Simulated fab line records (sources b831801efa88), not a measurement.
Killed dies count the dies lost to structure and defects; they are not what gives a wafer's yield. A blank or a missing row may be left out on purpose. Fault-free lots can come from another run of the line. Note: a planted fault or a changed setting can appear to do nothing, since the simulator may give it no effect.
Which tool did it?    flow sky130    6 lots with 18 wafers sampled at 2 steps, on a route of 708 steps

== WHAT EACH GAUGE READ, for each wafer ==
SKY_GATE_OXIDE_OVL_MEAS_10.
lot   measured      on          GATE_OXIDE_OVL (nm)
L583  day 15 20:05  overlay-02  2.4 1.1 1.2
L585  day 16 04:10  overlay-02  1.8 -0.4 1.6
L589  day 17 15:49  overlay-02  0.9 0.7 -0.5
L591  day 18 15:18  overlay-02  0.8 0.7 0.4
L601  day 22 02:29  overlay-01  -1.0 -1.3 -0.4
L603  day 22 15:03  overlay-02  0.4 -0.6 0.6

== TOOL THAT RAN EACH LOT (tool first, then ch and the chambers of the sampled wafers, then the start) ==
lot   SKY_GATE_OXIDE_EXPOSE_07
L583  iline-stepper-02 ch 0, day 15 07:42
L585  iline-stepper-02 ch 0, day 15 14:37
L589  iline-stepper-02 ch 0, day 17 02:08
L591  iline-stepper-02 ch 0, day 17 23:58
L601  iline-stepper-02 ch 0, day 21 10:16
L603  iline-stepper-01 ch 0, day 21 23:34
- SKY_GATE_OXIDE_EXPOSE_07: exposes mask LVOM, target cd 600 nm.

== THE ANSWER, worked out from the rows above alone ==
Rule: what is usual is taken from the lots themselves. Put in order of their means at a reading, lots are off if they are a third of the lots or fewer, leave a main group of 4 or more, and stand apart from it by a gap of 3 or more times the standard deviation of the main group's means; of several such gaps the widest counts. The tables above print the reading to a certain number of digits; a main group whose means all agree to those digits is not used. Also off: a lot with no number at a reading for which 4 or more lots have one. The other lots that the step has rows for count as sound.
No lot is off at any reading shown: from this, nothing can be told.

== WHAT THE SIMULATOR PUT IN ==
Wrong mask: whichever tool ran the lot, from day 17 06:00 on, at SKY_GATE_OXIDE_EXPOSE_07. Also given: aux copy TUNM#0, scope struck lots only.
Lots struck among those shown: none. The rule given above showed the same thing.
